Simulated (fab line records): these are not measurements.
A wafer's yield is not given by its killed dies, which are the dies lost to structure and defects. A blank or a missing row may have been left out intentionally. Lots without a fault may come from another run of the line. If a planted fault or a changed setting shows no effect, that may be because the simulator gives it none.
What tool caused it?	flow sky130	36 wafers from 12 lots sampled at 5 of the route's 708 steps

## WHAT THE GAUGES READ, wafer by wafer
SKY_SONOS_ONO_THK_MEAS_01.
lot	measured	on	SONOS_ONO_OXIDATION_THK (nm)
L460	day 11 19:19	film metro-01	2.50 2.55 2.58
L461	day 12 03:53	film metro-02	2.59 2.61 2.58
L468	day 14 14:40	film metro-01	3.00 3.04 2.99
L469	day 14 17:49	film metro-02	3.00 2.97 2.94
L473	day 16 02:39	film metro-02	2.58 2.64 2.54
L475	day 16 16:01	film metro-04	2.58 2.58 2.57
L478	day 17 15:29	film metro-04	2.60 2.54 2.65
L479	day 18 06:04	film metro-02	2.53 2.51 2.59
L480	day 18 09:59	film metro-04	2.51 2.50 2.56
L481	day 18 22:49	film metro-02	2.77 2.70 2.62
L482	day 19 08:07	film metro-01	2.66 2.72 2.61
L483	day 19 12:29	film metro-04	2.67 2.73 2.70

SKY_SONOS_ONO_THK_MEAS_05.
lot	measured	on	SONOS_ONO_CVD_04_THK (nm)
L460	day 11 21:44	film metro-01	5.58 5.45 5.38
L461	day 12 06:18	film metro-01	5.84 5.77 5.82
L468	day 15 00:32	film metro-04	5.74 5.79 5.89
L469	day 15 00:32	film metro-02	5.72 5.65 5.67
L473	day 16 14:24	film metro-02	5.71 5.85 5.84
L475	day 16 19:13	film metro-02	5.86 5.85 5.98
L478	day 17 18:00	film metro-01	5.69 5.71 5.63
L479	day 18 10:06	film metro-01	5.60 5.56 5.63
L480	day 18 12:56	film metro-02	5.67 5.61 5.68
L481	day 19 02:41	film metro-02	5.73 5.82 5.79
L482	day 19 11:10	film metro-02	5.77 5.76 5.84
L483	day 19 15:57	film metro-02	5.89 5.84 5.82

## EACH LOT AND THE TOOL THAT RAN IT (in order: tool; ch and the chambers of the sampled wafers; start)
lot	SKY_VT_ADJUST_NCORE_STRIP_10	SKY_VT_ADJUST_HVTR_STRIP_10	SKY_SONOS_ONO_OXIDATION_00
L460	plasma asher-04 ch 0,1, day 8 16:14	plasma asher-03 ch 0,1, day 9 14:15	furnace-02 ch 0, day 11 17:58
L461	plasma asher-04 ch 0,1, day 9 02:26	plasma asher-01 ch 0,1, day 10 00:41	furnace-02 ch 0, day 12 02:32
L468	plasma asher-02 ch 0,1, day 11 08:37	plasma asher-01 ch 0,1, day 12 08:41	furnace-02 ch 0, day 14 13:19
L469	plasma asher-02 ch 0,1, day 11 11:04	plasma asher-01 ch 0,1, day 12 11:48	furnace-02 ch 0, day 14 16:28
L473	plasma asher-02 ch 1, day 12 16:53	plasma asher-01 ch 1, day 13 17:51	furnace-01 ch 0, day 16 01:18
L475	plasma asher-03 ch 0,1, day 13 05:23	plasma asher-03 ch 0, day 14 07:18	furnace-01 ch 0, day 16 14:40
L478	plasma asher-03 ch 0,1, day 14 01:22	plasma asher-01 ch 0,1, day 15 05:03	furnace-02 ch 0, day 17 14:07
L479	plasma asher-03 ch 0,1, day 14 13:37	plasma asher-02 ch 0,1, day 15 16:52	furnace-01 ch 0, day 18 04:42
L480	plasma asher-04 ch 0,1, day 14 17:40	plasma asher-01 ch 0,1, day 15 20:49	furnace-02 ch 0, day 18 08:38
L481	plasma asher-04 ch 0,1, day 15 05:38	plasma asher-03 ch 0,1, day 16 09:10	furnace-02 ch 0, day 18 21:29
L482	plasma asher-03 ch 0,1, day 15 12:51	plasma asher-02 ch 0,1, day 16 16:13	furnace-02 ch 0, day 19 06:46
L483	plasma asher-04 ch 0,1, day 15 19:14	plasma asher-02 ch 0,1, day 16 22:40	furnace-02 ch 0, day 19 11:08
- SKY_VT_ADJUST_NCORE_STRIP_10: strips in O2/N2.
- SKY_VT_ADJUST_HVTR_STRIP_10: strips in O2/N2.
- SKY_SONOS_ONO_OXIDATION_00: stabilise 600 s, purge 300 s, target thk 2.6 nm.

## WHAT THE TOOLS THEMSELVES READ (means of the sampled wafers that have a number; where no wafer has one, the mark that the record gives instead)
SKY_VT_ADJUST_NCORE_STRIP_10.
lot	tool	drypump motor current A (A)	o2 flow sccm (sccm)	oes product au (a.u.)	strip time to endpoint s (s)
L460	plasma asher-04	5.7	2991	0.715	14.21
L461	plasma asher-04	5.5	2999	0.718	14.16
L468	plasma asher-02	5.7	3000	0.715	14.23
L469	plasma asher-02	5.7	3012	0.718	14.22
L473	plasma asher-02	5.9	2985	0.714	14.11
L475	plasma asher-03	6.4	3004	0.715	14.11
L478	plasma asher-03	6.1	3001	0.717	14.24
L479	plasma asher-03	6.1	2989	0.709	14.17
L480	plasma asher-04	5.5	2999	0.709	14.21
L481	plasma asher-04	5.7	2999	0.719	14.17
L482	plasma asher-03	6.2	2998	0.717	14.20
L483	plasma asher-04	5.5	3009	0.715	14.18

SKY_VT_ADJUST_HVTR_STRIP_10.
lot	tool	drypump motor current A (A)	o2 flow sccm (sccm)	oes product au (a.u.)	strip time to endpoint s (s)
L460	plasma asher-03	6.4	3012	0.715	14.16
L461	plasma asher-01	5.6	3012	0.712	14.22
L468	plasma asher-01	5.6	2996	0.714	14.19
L469	plasma asher-01	5.6	2995	0.715	14.17
L473	plasma asher-01	5.7	3006	0.716	14.21
L475	plasma asher-03	6.7	3000	0.713	14.17
L478	plasma asher-01	5.7	2999	0.713	14.25
L479	plasma asher-02	5.4	3007	0.710	14.22
L480	plasma asher-01	5.7	2999	0.717	14.19
L481	plasma asher-03	6.1	2995	0.717	14.17
L482	plasma asher-02	5.7	3009	0.718	14.21
L483	plasma asher-02	5.7	3007	0.717	14.21

## THE ANSWER, worked out from the rows above alone
Rule: usual is defined by the lots themselves. The widest of any qualifying gaps counts: lots, ordered by their means at a reading, are off when they make up no more than a third of the lots, leave a main group of 4 or more, and stand apart from it by 3 or more times the standard deviation of that group's means. The tables above print the reading to a certain number of digits; a main group whose means all agree to those digits is not used. A lot without any number at a reading at which 4 lots or more have one is off too. Where the step has rows for the other lots, those lots are counted as sound. Order of review: gauges by route order, followed by the tools' own readings, for which a lot's mean as printed above is used. The first step at which some lot is off is used, and at that step the reading that is off furthest; a lot without a number counts as furthest.
Off: L468, L469, at SKY_SONOS_ONO_THK_MEAS_01 (SONOS_ONO_OXIDATION_THK). Mean 2.60 nm and standard deviation 0.06 in the main group.
If a tool, at a process step before that reading, ran all the lots that are off and no sound lot after the first of them, it fits. Gauges at SKY_SONOS_ONO_THK_MEAS_01: tried the same way as those tools. Not one of the candidates tried fits.

## WHAT WAS PUT IN BY THE SIMULATOR
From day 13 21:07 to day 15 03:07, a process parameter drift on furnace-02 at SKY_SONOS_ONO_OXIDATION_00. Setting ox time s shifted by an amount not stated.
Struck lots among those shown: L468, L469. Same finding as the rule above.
